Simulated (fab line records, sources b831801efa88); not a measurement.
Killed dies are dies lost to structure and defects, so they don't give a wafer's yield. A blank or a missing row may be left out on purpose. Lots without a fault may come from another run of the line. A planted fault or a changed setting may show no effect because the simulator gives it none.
fab line records | flow sky130
record lots=11 wafers=32 last_day=49
route steps=708 shown FIELD_ISO@1 NWELL@66
lots that met no fault: from a run of the same line without faults
start_h: hours from the record's first day to the start of the lot's first wafer shown | wait_h: hours since the lot's step before | " the same as in the row above | L1.1+2: a row that stands for several wafers | - no value, or no start given | * or withheld: withheld | < > ~ a bound
route shown NAME@n: a module of which the file shows steps, and the number in the route of the first | usual: mean/standard deviation of fault-free wafers | same: alike in all rows | chamber/n: place in a boat | sites: the reading at each site | _std_site: their standard deviation | _edge_site: outer sites' mean less inner sites' | radius_mm: how far each site lies from the wafer's centre | mask NAME#n: copy n | behind: the tool/chamber that last shaped the wafer | hold: why the lot was held/for how many hours/how that ended | device: the transistor (n, p or np) that didn't switch | end of line: the same wafers' tests at the end of the route | a step without rows: its recipe alone | killed: dies lost to structure and defects at the first sort, not the wafer's yield | map: a wafer's dies, x killed, . not, _ none there
set.NAME: the setting as run; set.NAME@STEP: as run at that earlier step | model.NAME: the simulator's own value behind a step, which no gauge read
steps of the route over a sample of lots; a table a step, a row a wafer
services: from which hour (start_h, from the record's first day; less than 0 if before it) a tool's chamber was out of use, for how many hours, and why
## steps
# step SKY_FIELD_ISO_BOW_MEAS_00
# recipe mode=bow
# usual INCOMING_BOW=0/6.3
# columns lot.wafer tool chamber start_h wait_h INCOMING_BOW[um]
L291.2 film_metro-03 - 10.02 - 4
L291.3 " - " " 4
L291.6 " - " " 4
L292.1 film_metro-02 - 15.00 - 1
L292.3 " - " " 9
L292.4 " - " " -17
L293.2 film_metro-01 - 20.02 - -7
L293.3 " - " " 12
L293.6 " - " " -9
L294.3 film_metro-02 - 25.04 - -10
L294.4 " - " " 11
L294.6 " - " " 1
L295.1 film_metro-02 - 30.00 - 0
L295.4 " - " " 0
L295.5 " - " " 2
L296.1 film_metro-03 - 35.00 - 0
L296.2 " - " " 25
L296.4 " - " " 6
L297.1 film_metro-02 - 40.00 - -4
L297.4 " - " " -3
L297.5 " - " " -5
L306.3 film_metro-03 - 85.04 - 9
L306.4 " - " " -10
L306.6 " - " " 8
L309.1 film_metro-03 - 100.00 - 1
L309.5 " - " " -11
L311.1 film_metro-03 - 110.00 - 4
L311.2 " - " " -3
L311.6 " - " " 0
L312.2 film_metro-03 - 115.02 - 4
L312.3 " - " " 3
L312.6 " - " " 4
# step SKY_FIELD_ISO_CD_MEAS_13
# recipe target_cd_nm=150
# usual cd_nm=151.0/1.3
# columns lot.wafer tool chamber start_h wait_h cd_nm
L291.2 cd_sem-02 - 29.91 - 151.7
L291.3 " - " " 151.2
L291.6 " - " " 149.9
L292.1 cd_sem-02 - 33.59 - 150.5
L292.3 " - " " 148.3
L292.4 " - " " 149.6
L293.2 cd_sem-02 - 39.30 - 148.9
L293.3 " - " " 149.1
L293.6 " - " " 149.1
L294.3 cd_sem-02 - 44.33 - 150.8
L294.4 " - " " 150.3
L294.6 " - " " 151.2
L295.1 cd_sem-01 - 50.13 - 151.6
L295.4 " - " " 151.7
L295.5 " - " " 150.6
L296.1 cd_sem-02 - 57.04 - 152.0
L296.2 " - " " 153.0
L296.4 " - " " 152.1
L297.1 cd_sem-01 - 60.38 - 152.5
L297.4 " - " " 151.6
L297.5 " - " " 150.7
L306.3 cd_sem-01 - 106.32 - 149.2
L306.4 " - " " 149.6
L306.6 " - " " 148.9
L309.1 cd_sem-02 - 122.04 - 151.9
L309.5 " - " " 151.1
L311.1 cd_sem-02 - 136.83 - 149.8
L311.2 " - " " 151.0
L311.6 " - " " 151.6
L312.2 cd_sem-01 - 139.26 - 152.2
L312.3 " - " " 151.6
L312.6 " - " " 152.8
# step SKY_FIELD_ISO_THK_MEAS_23
# recipe reads=SiO2_of_FIELD_ISO_OXIDATION_22
# usual FIELD_ISO_OXIDATION_01_THK=9.89/0.2
# columns lot.wafer tool chamber start_h wait_h FIELD_ISO_OXIDATION_01_THK[nm]
L291.2 film_metro-01 - 31.73 0.0 9.90
L291.3 " - " " 9.68
L291.6 " - " " 9.78
L292.1 film_metro-01 - 35.44 0.0 10.01
L292.3 " - " " 9.89
L292.4 " - " " 10.09
L293.2 film_metro-02 - 41.13 0.0 10.26
L293.3 " - " " 10.13
L293.6 " - " " 10.14
L294.3 film_metro-01 - 46.51 0.0 9.66
L294.4 " - " " 9.68
L294.6 " - " " 9.71
L295.1 film_metro-01 - 53.03 0.0 9.61
L295.4 " - " " 9.76
L295.5 " - " " 9.96
L296.1 film_metro-01 - 60.26 0.0 10.05
L296.2 " - " " 10.15
L296.4 " - " " 9.96
L297.1 film_metro-03 - 63.62 0.0 9.64
L297.4 " - " " 9.68
L297.5 " - " " 9.68
L306.3 film_metro-03 - 108.82 0.0 10.09
L306.4 " - " " 10.16
L306.6 " - " " 10.17
L309.1 film_metro-03 - 123.89 0.0 10.29
L309.5 " - " " 10.17
L311.1 film_metro-01 - 138.67 0.0 10.17
L311.2 " - " " 10.21
L311.6 " - " " 10.29
L312.2 film_metro-01 - 141.08 0.0 9.84
L312.3 " - " " 9.94
L312.6 " - " " 9.79
# step SKY_NWELL_IMPLANT_13
# recipe species=P energy_kev=50 dose_cm2=7e+11 tilt_deg=withheld
# usual beam_on_s=9.95/0.22 dose_ions_cm2=7e+11/8e+08 faraday_current_uA=3.97/0.085
# columns lot.wafer tool chamber start_h wait_h beam_on_s dose_ions_cm2 faraday_current_uA
L291.2 implanter-03 0 84.00 0.1 9.69 7.012e+11 4.08
L291.3 " 0 " " 10.19 7.012e+11 3.87
L291.6 " 0 " " 10.23 7.012e+11 3.86
L292.1 implanter-03 0 88.47 0.1 9.78 7.015e+11 4.04
L292.3 " 0 " " 10.02 7e+11 3.96
L292.4 " 0 " " 10.27 7.001e+11 3.83
L293.2 implanter-01 0 94.30 0.1 10.32 7.003e+11 3.84
L293.3 " 0 " " 9.79 7.003e+11 4.04
L293.6 " 0 " " 10.22 7.025e+11 3.87
L294.3 implanter-02 0 100.47 0.1 9.87 6.995e+11 3.99
L294.4 " 0 " " 10.10 6.991e+11 3.91
L294.6 " 0 " " 9.98 7.001e+11 3.94
L295.1 implanter-01 0 108.97 0.1 9.94 6.999e+11 4.00
L295.4 " 0 " " 9.91 6.989e+11 3.98
L295.5 " 0 " " 9.90 6.993e+11 3.99
L296.1 implanter-01 0 120.07 0.1 9.74 6.998e+11 4.05
L296.2 " 0 " " 10.43 6.998e+11 3.79
L296.4 " 0 " " 9.87 6.992e+11 4.01
L297.1 implanter-01 0 124.77 0.1 9.69 7.001e+11 4.10
L297.4 " 0 " " 9.74 6.996e+11 4.07
L297.5 " 0 " " 9.98 6.998e+11 3.94
L306.3 implanter-03 0 172.12 0.1 11.53 7.002e+11 3.42
L306.4 " 0 " " 11.28 6.99e+11 3.49
L306.6 " 0 " " 11.10 7.005e+11 3.55
L309.1 implanter-03 0 190.37 0.1 11.46 7.001e+11 3.44
L309.5 " 0 " " 11.04 7.012e+11 3.57
L311.1 implanter-01 0 206.62 0.1 10.03 6.997e+11 3.94
L311.2 " 0 " " 10.08 7.002e+11 3.93
L311.6 " 0 " " 9.70 7.003e+11 4.05
L312.2 implanter-01 0 208.49 0.1 10.18 6.983e+11 3.88
L312.3 " 0 " " 9.43 6.997e+11 4.16
L312.6 " 0 " " 10.02 6.988e+11 3.96
## services
# columns tool chamber start_h hours kind
implanter-01 - 80.26 5.9 pm
implanter-02 - 82.76 2.2 repair
implanter-02 - 92.35 0.8 repair
implanter-01 - 110.96 0.5 repair
implanter-01 - 145.92 0.5 repair
implanter-03 - 173.05 1.2 repair
implanter-03 - 179.59 3.1 repair
implanter-03 - 207.11 2.7 repair
## key
first_sign step=SKY_NWELL_IMPLANT_13 reading=beam_on_s direction=up sigmas=6 usual=9.95 struck=11.28
effect step=SKY_NWELL_IMPLANT_13 reading=faraday_current_uA direction=down sigmas=5.6 usual=3.97 struck=3.49
met_at SKY_NWELL_IMPLANT_13
struck_lots L306,L309
tester_left_out L306,L309
not_acting_at SKY_FIELD_ISO_BOW_MEAS_00,SKY_FIELD_ISO_CD_MEAS_13,SKY_FIELD_ISO_THK_MEAS_23
onset_between 88.47 172.12
fault kind=process_parameter_drift tool=implanter-03 chamber=- onset_h=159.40 steps=SKY_NWELL_IMPLANT_13 channel=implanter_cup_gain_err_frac offset=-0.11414 shape=step end_h=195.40
# tester_left_out: of these lots the tester's yield and bins aren't shown, on N5 and GAA mostly nor the transistor test; their killed dies are dies lost to structure and defects alone, not to doping, threshold or leakage, so they don't give the yield
